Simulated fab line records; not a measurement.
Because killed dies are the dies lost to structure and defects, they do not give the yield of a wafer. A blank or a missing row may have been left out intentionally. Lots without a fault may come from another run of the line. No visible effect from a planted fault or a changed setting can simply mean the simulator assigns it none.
The tool behind it: which one? / flow sky130 / 14 lots, 42 wafers sampled, at 1 step of a route of 708

## WHAT EACH GAUGE READ, for each wafer
SKY_VT_ADJUST_PCH_TW_MEAS_10. Usual: VT_ADJUST_PCH_TW typically reads 143.2, with standard deviation 0.79.
lot=L551; measured=day 10 05:53; on=film metro-03; VT_ADJUST_PCH_TW=143.2 143.3 143.3; flag=
lot=L552; measured=day 10 13:11; on=film metro-03; VT_ADJUST_PCH_TW=143.0 143.6 144.6; flag=
lot=L553; measured=day 11 01:13; on=film metro-01; VT_ADJUST_PCH_TW=144.2 144.6 144.0; flag=
lot=L554; measured=day 11 08:11; on=film metro-04; VT_ADJUST_PCH_TW=142.5 142.9 143.3; flag=
lot=L555; measured=day 11 10:45; on=film metro-03; VT_ADJUST_PCH_TW=143.3 143.6 143.3; flag=
lot=L556; measured=day 11 16:15; on=film metro-03; VT_ADJUST_PCH_TW=144.3 142.7 143.2; flag=
lot=L558; measured=day 13 01:24; on=film metro-01; VT_ADJUST_PCH_TW=144.1 143.4 142.8; flag=
lot=L559; measured=day 13 18:22; on=film metro-01; VT_ADJUST_PCH_TW=142.9 142.6 143.6; flag=
lot=L564; measured=day 15 09:56; on=film metro-01; VT_ADJUST_PCH_TW=144.0 143.6 142.9; flag=
lot=L567; measured=day 16 00:17; on=film metro-04; VT_ADJUST_PCH_TW=142.6 143.4 142.3; flag=
lot=L569; measured=day 16 08:46; on=film metro-01; VT_ADJUST_PCH_TW=142.2 142.3 142.2; flag=
lot=L571; measured=day 17 02:49; on=film metro-03; VT_ADJUST_PCH_TW=144.0 143.8 144.2; flag=
lot=L572; measured=day 17 03:22; on=film metro-01; VT_ADJUST_PCH_TW=143.5 143.3 142.8; flag=
lot=L574; measured=day 17 14:19; on=film metro-03; VT_ADJUST_PCH_TW=145.2 144.9 143.9; flag=

## WHAT TOOL EACH LOT RAN ON (gives the tool, then ch and the chambers of the sampled wafers, and finally the start)
The record holds no process step before these readings.

## WHAT THE TOOLS THEMSELVES READ (means of the sampled wafers that have a number; where no wafer has one, the mark that the record gives instead)
The record holds no such reading with a usual standard deviation.

## THE ANSWER, worked out from the rows above alone
Rule: a lot counts as off when the mean over its wafers that have a number is more than 3 standard deviations away from the usual mean. Also off: a lot with no number at a reading for which 4 or more lots have one. All remaining lots with rows at the step are treated as sound. After the gauges, taken in route order, come the tools' own readings; for these a lot's mean is taken, as printed above. The first step at which some lot is off is used, and at that step the reading that is off furthest; a lot without a number counts as furthest.
Nothing can be told from this: no lot is off at any reading shown.

## WHAT HAD BEEN PUT IN BY THE SIMULATOR
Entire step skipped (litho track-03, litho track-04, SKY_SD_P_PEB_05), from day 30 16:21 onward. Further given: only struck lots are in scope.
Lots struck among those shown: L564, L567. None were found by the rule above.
